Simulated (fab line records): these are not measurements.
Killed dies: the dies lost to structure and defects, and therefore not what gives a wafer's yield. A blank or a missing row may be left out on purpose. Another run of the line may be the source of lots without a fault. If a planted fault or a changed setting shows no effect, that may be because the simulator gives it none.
fab line records    flow sky130
record lots=7  wafers=21  last-day=50
route steps=708 shown VT_ADJUST_HVTR@135 VT_ADJUST_PCH@143
lots that met no fault: taken from a fault-free run of the same line
start-h: hours from the record's first day to the start of the lot's first wafer shown    wait-h: hours from the lot's prior step to this one    " unchanged from the row above    L1.1+2: several wafers, shown together as one row    - value missing, or start not given    * or withheld: withheld    < > ~ a bound
route shown NAME@n: names a module that has steps shown in the file, with the first one's number in the route    usual: the fault-free wafers' mean and standard deviation    same: alike in all rows    chamber/n: place in a boat    sites: per-site readings    _std_site: how widely they spread, as a standard deviation    _edge_site: outer sites' mean less inner sites'    radius-mm: for every site, how far away it sits from the centre of the wafer    mask NAME#n: copy n    behind: tool/chamber where the wafer was last shaped    hold: what put the lot on hold/how long, in hours/how the hold closed    device: transistor that didn't switch, given as n, p or np    end of line: the tests these same wafers got at the end of their route    a step with no rows: only its recipe    killed: count of dies lost to structure and defects at first sort (not the wafer's yield)    map: a wafer's dies, marking killed ones x, the rest . and places with no die _
set.NAME: the setting as run; set.NAME@STEP: as run at that earlier step    model.NAME: the simulator's own value behind a step, which no gauge read
a table for each step, a row for each wafer; lots at some steps of the route
services: when a tool's chamber went out of use (start-h, in hours from the record's first day, below 0 if earlier), for how many hours, and the reason
## steps
# step SKY_VT_ADJUST_HVTR_EXPOSE_04
# recipe mask-id=HVTRM  target-cd-nm=380  na=0.6  source-shape=conventional  sigma-outer=0.6  dose-mj=150
# step SKY_VT_ADJUST_HVTR_PEB_05
# recipe temp-c=withheld  time-s=*  resist=NOVOLAK
# step SKY_VT_ADJUST_HVTR_DEVELOP_06
# recipe develop-time-s=60  dev-temp-c=23
# step SKY_VT_ADJUST_HVTR_CD_MEAS_07
# recipe target-cd-nm=380
# usual cd-nm=379.1/2.2
lot.wafer  tool       chamber  start-h  wait-h  cd-nm
L825.1     cd-sem-01  -        217.68   0.1     376.4
L825.2     "          -        "        "       376.6
L825.3     "          -        "        "       376.7
L827.2     cd-sem-01  -        231.65   0.1     380.1
L827.4     "          -        "        "       381.1
L827.6     "          -        "        "       379.3
L834.2     cd-sem-01  -        283.63   0.1     377.5
L834.3     "          -        "        "       379.8
L834.5     "          -        "        "       378.6
L835.1     cd-sem-01  -        292.76   0.1     382.3
L835.3     "          -        "        "       380.7
L835.6     "          -        "        "       381.0
L836.3     cd-sem-01  -        296.42   0.2     378.8
L836.4     "          -        "        "       380.3
L836.6     "          -        "        "       379.2
L841.3     cd-sem-01  -        331.06   0.1     378.0
L841.4     "          -        "        "       380.1
L841.5     "          -        "        "       378.7
L845.3     cd-sem-02  -        365.75   0.1     383.2
L845.4     "          -        "        "       380.0
L845.6     "          -        "        "       380.6
# step SKY_VT_ADJUST_HVTR_OVL_MEAS_08
# usual VT_ADJUST_HVTR_OVL=-0.1/1.4
lot.wafer  tool        chamber  start-h  wait-h  VT_ADJUST_HVTR_OVL[nm]
L825.1     overlay-02  -        217.80   0.1     0.1
L825.2     "           -        "        "       0.5
L825.3     "           -        "        "       0.9
L827.2     overlay-02  -        231.75   0.1     -0.8
L827.4     "           -        "        "       -0.2
L827.6     "           -        "        "       -1.3
L834.2     overlay-01  -        283.73   0.1     -0.1
L834.3     "           -        "        "       1.0
L834.5     "           -        "        "       0.9
L835.1     overlay-01  -        292.88   0.1     0.5
L835.3     "           -        "        "       1.0
L835.6     "           -        "        "       -3.2
L836.3     overlay-02  -        296.51   0.1     -1.4
L836.4     "           -        "        "       -1.3
L836.6     "           -        "        "       -0.9
L841.3     overlay-02  -        331.16   0.1     1.2
L841.4     "           -        "        "       0.4
L841.5     "           -        "        "       1.9
L845.3     overlay-02  -        365.84   0.1     1.4
L845.4     "           -        "        "       0.3
L845.6     "           -        "        "       0.2
# step SKY_VT_ADJUST_HVTR_IMPLANT_09
# recipe species=B  energy-kev=10  dose-cm2=2.1e+12  tilt-deg=withheld
# step SKY_VT_ADJUST_HVTR_STRIP_10
# recipe chemistry=O2/N2  power-w=1400  pressure-mtorr=1500  platen-temp-c=withheld  o2-flow-sccm=3000  n2-flow-sccm=300  overash-fraction=0.5
# usual drypump-motor-current-A=5.8/0.37  oes-product-au=0.716/0.004  strip-time-to-endpoint-s=14.30/0.032
lot.wafer  tool             chamber  start-h  wait-h  drypump-motor-current-A  oes-product-au  rf-hours-counter-h  strip-time-to-endpoint-s
L825.1     plasma-asher-01  1        217.98   0.1     6.2                      0.717           53                  14.22
L825.2     "                0        "        "       5.5                      0.712           53                  14.23
L825.3     "                1        "        "       6.3                      0.716           -                   14.26
L827.2     plasma-asher-04  1        231.93   0.1     5.3                      0.714           56                  14.30
L827.4     "                1        "        "       5.3                      0.722           -                   14.33
L827.6     "                0        "        "       5.9                      0.714           -                   14.31
L834.2     plasma-asher-01  0        283.91   0.1     5.5                      0.717           60                  14.29
L834.3     "                1        "        "       6.3                      0.714           -                   14.28
L834.5     "                1        "        "       6.3                      0.716           -                   14.27
L835.1     plasma-asher-03  0        293.06   0.1     6.3                      0.717           50                  14.35
L835.3     "                0        "        "       6.3                      0.719           -                   14.28
L835.6     "                0        "        "       6.3                      0.716           -                   14.33
L836.3     plasma-asher-03  0        296.75   0.1     6.3                      0.706           -                   14.29
L836.4     "                1        "        "       5.6                      0.710           -                   14.29
L836.6     "                0        "        "       6.3                      0.714           -                   14.35
L841.3     plasma-asher-04  1        331.36   0.1     5.3                      0.720           -                   14.27
L841.4     "                0        "        "       5.9                      0.710           -                   14.30
L841.5     "                1        "        "       5.3                      0.715           -                   14.28
L845.3     plasma-asher-04  1        366.04   0.1     5.3                      0.715           -                   14.28
L845.4     "                0        "        "       5.9                      0.714           -                   14.32
L845.6     "                0        "        "       5.9                      0.710           -                   14.31
# step SKY_VT_ADJUST_HVTR_TW_MEAS_11
# usual VT_ADJUST_HVTR_TW=213.7/0.94
lot.wafer  tool           chamber  start-h  wait-h  VT_ADJUST_HVTR_TW
L825.1     film-metro-03  -        218.08   0.1     214.3
L825.2     "              -        "        "       213.6
L825.3     "              -        "        "       213.3
L827.2     film-metro-03  -        232.04   0.1     215.0
L827.4     "              -        "        "       214.5
L827.6     "              -        "        "       213.9
L834.2     film-metro-02  -        284.02   0.1     216.4
L834.3     "              -        "        "       215.5
L834.5     "              -        "        "       215.5
L835.1     film-metro-03  -        293.16   0.1     212.8
L835.3     "              -        "        "       213.3
L835.6     "              -        "        "       213.5
L836.3     film-metro-03  -        296.83   0.1     215.1
L836.4     "              -        "        "       214.3
L836.6     "              -        "        "       213.5
L841.3     film-metro-01  -        331.45   0.1     213.4
L841.4     "              -        "        "       212.8
L841.5     "              -        "        "       213.0
L845.3     film-metro-01  -        366.13   0.1     213.2
L845.4     "              -        "        "       214.0
L845.6     "              -        "        "       212.2
# step SKY_VT_ADJUST_PCH_DEHYDRATE_00
# recipe temp-c=200  time-s=60
# step SKY_VT_ADJUST_PCH_HMDS_01
# recipe prime-time-s=60  prime-temp-c=120
# step SKY_VT_ADJUST_PCH_COAT_02
# recipe spin-rpm=2000  resist-thk-nm=3000
# step SKY_VT_ADJUST_PCH_SOFTBAKE_03
# recipe temp-c=110  time-s=withheld
# step SKY_VT_ADJUST_PCH_EXPOSE_04
# recipe mask-id=NWM  na=0.6  source-shape=conventional  sigma-outer=0.6  polarization=unpolarized  target-cd-nm=840  dose-mj=255
# usual exposure-dose-mJ-cm2=255.02/0.27  focus-offset-nm=0.1/0.56  reticle-temp-C=22.97/0.11
lot.wafer  tool              chamber  start-h  wait-h  mask   exposure-dose-mJ-cm2  focus-offset-nm  reticle-temp-C
L825.1     iline-stepper-02  0        228.11   -       NWM#0  255.21                0.1              22.91
L825.2     "                 0        "        "       NWM#0  254.96                0.1              22.97
L825.3     "                 0        "        "       NWM#0  254.86                0.3              23.11
L827.2     iline-stepper-02  0        243.25   -       NWM#0  254.91                1.2              22.93
L827.4     "                 0        "        "       NWM#0  254.90                0.9              22.87
L827.6     "                 0        "        "       NWM#0  255.17                0.3              22.94
L834.2     iline-stepper-01  -        297.05   -       NWM#0  -                     -                -
L834.3     "                 -        "        "       NWM#0  -                     -                -
L834.5     "                 -        "        "       NWM#0  -                     -                -
L835.1     iline-stepper-02  -        306.11   -       NWM#0  -                     -                -
L835.3     "                 -        "        "       NWM#0  -                     -                -
L835.6     "                 -        "        "       NWM#0  -                     -                -
L836.3     iline-stepper-01  -        309.37   -       NWM#0  -                     -                -
L836.4     "                 -        "        "       NWM#0  -                     -                -
L836.6     "                 -        "        "       NWM#0  -                     -                -
L841.3     iline-stepper-01  0        345.52   -       NWM#0  255.09                0.8              22.97
L841.4     "                 0        "        "       NWM#0  254.91                -0.1             23.00
L841.5     "                 0        "        "       NWM#0  255.16                0.5              22.97
L845.3     iline-stepper-02  0        380.49   -       NWM#0  254.68                -0.5             22.92
L845.4     "                 0        "        "       NWM#0  254.98                0.9              22.88
L845.6     "                 0        "        "       NWM#0  254.87                0.7              22.99
# step SKY_VT_ADJUST_PCH_PEB_05
# recipe temp-c=115  time-s=withheld
## services
tool              chamber  start-h  hours  kind
plasma-asher-04   -        211.52   7.7    repair
plasma-asher-03   -        237.14   4.3    repair
iline-stepper-01  -        242.36   3.2    repair
iline-stepper-02  -        276.73   2.0    repair
iline-stepper-01  -        290.10   1.9    repair
iline-stepper-02  0        317.58   -      calibration
iline-stepper-01  0        318.23   -      calibration
iline-stepper-01  -        325.61   0.9    repair
plasma-asher-01   -        365.66   2.8    pm
## key
first-sign step=SKY_VT_ADJUST_PCH_EXPOSE_04  reading=tool-record  direction=missing
effect none on later readings
met-at SKY_VT_ADJUST_PCH_EXPOSE_04
struck-wafers L834.2,L834.3,L834.5,L835.1,L835.3,L835.6,L836.3,L836.4,L836.6
sort-left-out L834.2,L834.3,L834.5,L835.1,L835.3,L835.6,L836.3,L836.4,L836.6
tester-left-out L834,L835,L836
onset-between 243.25 297.05
fault kind=skipped-step-whole  tool=iline-stepper-01,iline-stepper-02  chamber=-  onset-h=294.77  steps=SKY_VT_ADJUST_PCH_EXPOSE_04  scope=struck-lots-only
# tester-left-out: of these lots the tester's yield and bins aren't shown, on N5 and GAA mostly nor the transistor test; their killed dies are dies lost to structure and defects alone, not to doping, threshold or leakage, so they don't give the yield
# sort-left-out: the simulated sort isn't trusted on such a fault, so these wafers' sort isn't shown, and their yield isn't known
